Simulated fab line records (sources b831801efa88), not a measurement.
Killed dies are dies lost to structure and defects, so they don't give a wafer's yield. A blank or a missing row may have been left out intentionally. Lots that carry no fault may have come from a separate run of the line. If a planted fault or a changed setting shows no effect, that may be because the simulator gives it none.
Split-lot experiment :: flow gf180mcu :: 23 wafers read from 5 lots, route of 602 steps

THE SPLIT
At GF_MIM_SPUTTER_09 (material TiN, target thk 35 nm, time 29.2 s), the setting power w was moved away from the recipe's 6500 W on 10 of the 23 wafers read, by -11.8% to -3.1%. This setting was run at the recipe's value on the other wafers.

Reading taken at the split's own step.

THE READING
TiN_of_MIM_SPUTTER_09.thk nm (the simulator's own value, which no gauge read), in nm, at GF_MIM_SPUTTER_09 (material TiN, target thk 35 nm, time 29.2 s). The file does not state a usual value for it. Across the 13 wafers here that went through the recipe, the average is 34.94 nm and the standard deviation 0.35 nm.

wafer: L075.1
tool, chamber at the split: pvd sputter-04, -
power w as run, W: 6300
against the recipe: -3.1%
TiN_of_MIM_SPUTTER_09.thk nm, nm: 33.32
against lot-mates on the recipe: -1.60

wafer: L075.2
tool, chamber at the split: pvd sputter-04, -
power w as run, W: 6300
against the recipe: -3.1%
TiN_of_MIM_SPUTTER_09.thk nm, nm: 33.84
against lot-mates on the recipe: -1.08

wafer: L075.3
tool, chamber at the split: pvd sputter-04, -
power w as run, W: 6500
against the recipe: recipe
TiN_of_MIM_SPUTTER_09.thk nm, nm: 34.85
against lot-mates on the recipe: -

wafer: L075.4
tool, chamber at the split: pvd sputter-04, -
power w as run, W: 6500
against the recipe: recipe
TiN_of_MIM_SPUTTER_09.thk nm, nm: 34.99
against lot-mates on the recipe: -

wafer: L075.5
tool, chamber at the split: pvd sputter-04, -
power w as run, W: 6300
against the recipe: -3.1%
TiN_of_MIM_SPUTTER_09.thk nm, nm: 34.02
against lot-mates on the recipe: -0.90

wafer: L076.2
tool, chamber at the split: pvd sputter-04, -
power w as run, W: 5774
against the recipe: -11.2%
TiN_of_MIM_SPUTTER_09.thk nm, nm: 31.1
against lot-mates on the recipe: -3.44

wafer: L076.3
tool, chamber at the split: pvd sputter-04, -
power w as run, W: 6500
against the recipe: recipe
TiN_of_MIM_SPUTTER_09.thk nm, nm: 34.35
against lot-mates on the recipe: -

wafer: L076.4
tool, chamber at the split: pvd sputter-04, -
power w as run, W: 5774
against the recipe: -11.2%
TiN_of_MIM_SPUTTER_09.thk nm, nm: 31.03
against lot-mates on the recipe: -3.51

wafer: L076.5
tool, chamber at the split: pvd sputter-04, -
power w as run, W: 6500
against the recipe: recipe
TiN_of_MIM_SPUTTER_09.thk nm, nm: 34.79
against lot-mates on the recipe: -

wafer: L076.6
tool, chamber at the split: pvd sputter-04, -
power w as run, W: 6500
against the recipe: recipe
TiN_of_MIM_SPUTTER_09.thk nm, nm: 34.47
against lot-mates on the recipe: -

wafer: L082.1
tool, chamber at the split: pvd sputter-04, -
power w as run, W: 6208
against the recipe: -4.5%
TiN_of_MIM_SPUTTER_09.thk nm, nm: 33.74
against lot-mates on the recipe: -1.23

wafer: L082.2
tool, chamber at the split: pvd sputter-04, -
power w as run, W: 6208
against the recipe: -4.5%
TiN_of_MIM_SPUTTER_09.thk nm, nm: 33.72
against lot-mates on the recipe: -1.25

wafer: L082.4
tool, chamber at the split: pvd sputter-04, -
power w as run, W: 6500
against the recipe: recipe
TiN_of_MIM_SPUTTER_09.thk nm, nm: 35.29
against lot-mates on the recipe: -

wafer: L082.5
tool, chamber at the split: pvd sputter-04, -
power w as run, W: 6208
against the recipe: -4.5%
TiN_of_MIM_SPUTTER_09.thk nm, nm: 33.48
against lot-mates on the recipe: -1.49

wafer: L082.6
tool, chamber at the split: pvd sputter-04, -
power w as run, W: 6500
against the recipe: recipe
TiN_of_MIM_SPUTTER_09.thk nm, nm: 34.65
against lot-mates on the recipe: -

wafer: L083.1
tool, chamber at the split: pvd sputter-02, -
power w as run, W: 6500
against the recipe: recipe
TiN_of_MIM_SPUTTER_09.thk nm, nm: 35.01
against lot-mates on the recipe: -

wafer: L083.2
tool, chamber at the split: pvd sputter-02, -
power w as run, W: 6500
against the recipe: recipe
TiN_of_MIM_SPUTTER_09.thk nm, nm: 35.13
against lot-mates on the recipe: -

wafer: L083.3
tool, chamber at the split: pvd sputter-02, -
power w as run, W: 6500
against the recipe: recipe
TiN_of_MIM_SPUTTER_09.thk nm, nm: 34.73
against lot-mates on the recipe: -

wafer: L083.4
tool, chamber at the split: pvd sputter-02, -
power w as run, W: 5733
against the recipe: -11.8%
TiN_of_MIM_SPUTTER_09.thk nm, nm: 30.93
against lot-mates on the recipe: -4.03

wafer: L083.6
tool, chamber at the split: pvd sputter-02, -
power w as run, W: 5733
against the recipe: -11.8%
TiN_of_MIM_SPUTTER_09.thk nm, nm: 31.11
against lot-mates on the recipe: -3.85

wafer: L084.2
tool, chamber at the split: pvd sputter-01, -
power w as run, W: 6500
against the recipe: recipe
TiN_of_MIM_SPUTTER_09.thk nm, nm: 35.71
against lot-mates on the recipe: -

wafer: L084.3
tool, chamber at the split: pvd sputter-01, -
power w as run, W: 6500
against the recipe: recipe
TiN_of_MIM_SPUTTER_09.thk nm, nm: 35.23
against lot-mates on the recipe: -

wafer: L084.5
tool, chamber at the split: pvd sputter-01, -
power w as run, W: 6500
against the recipe: recipe
TiN_of_MIM_SPUTTER_09.thk nm, nm: 34.99
against lot-mates on the recipe: -

THE FIT
A straight line over all 23 wafers: TiN_of_MIM_SPUTTER_09.thk nm changes by +0.336 nm for each +1% of power w; r = +0.98; the points scatter about the line by 0.32 nm.
The same after taking each lot's own level away (the mean of its wafers on the recipe; 23 wafers): +0.322 nm for each +1%; r = +0.99; scatter 0.24 nm.
Per that fit: largest power w move, reading shift of 3.8 nm.
Measured against the standard deviation above, the lots' own levels, which go from 34.537 to 35.310 nm, span 2.2 times it.
So the lot-to-lot level changes the slope little: the two slopes agree.
Check: for one of the wafers moved furthest among these (-11.8%), held out of the fit, the line's prediction against its lot-mates is -3.74 nm. It came out at -4.03 nm against them.

THE OTHER SPLITS THESE WAFERS WENT THROUGH
Before the reading, these wafers also passed through other splits. Each is held against what the fit with the lots' levels taken away leaves over:
other split on the same wafers: GF_V4_CMP_04 leave above ref nm
wafers away from the commonest value: 9
r with TiN_of_MIM_SPUTTER_09.thk nm (lot level and that fit taken away): +0.26

other split on the same wafers: GF_V4_SOFTBAKE_10 temp c
wafers away from the commonest value: 8
r with TiN_of_MIM_SPUTTER_09.thk nm (lot level and that fit taken away): -0.28

FILE'S OWN FIT
TiN_of_MIM_SPUTTER_09.thk nm changes by +0.323 nm for each +1% of power w, r = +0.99.
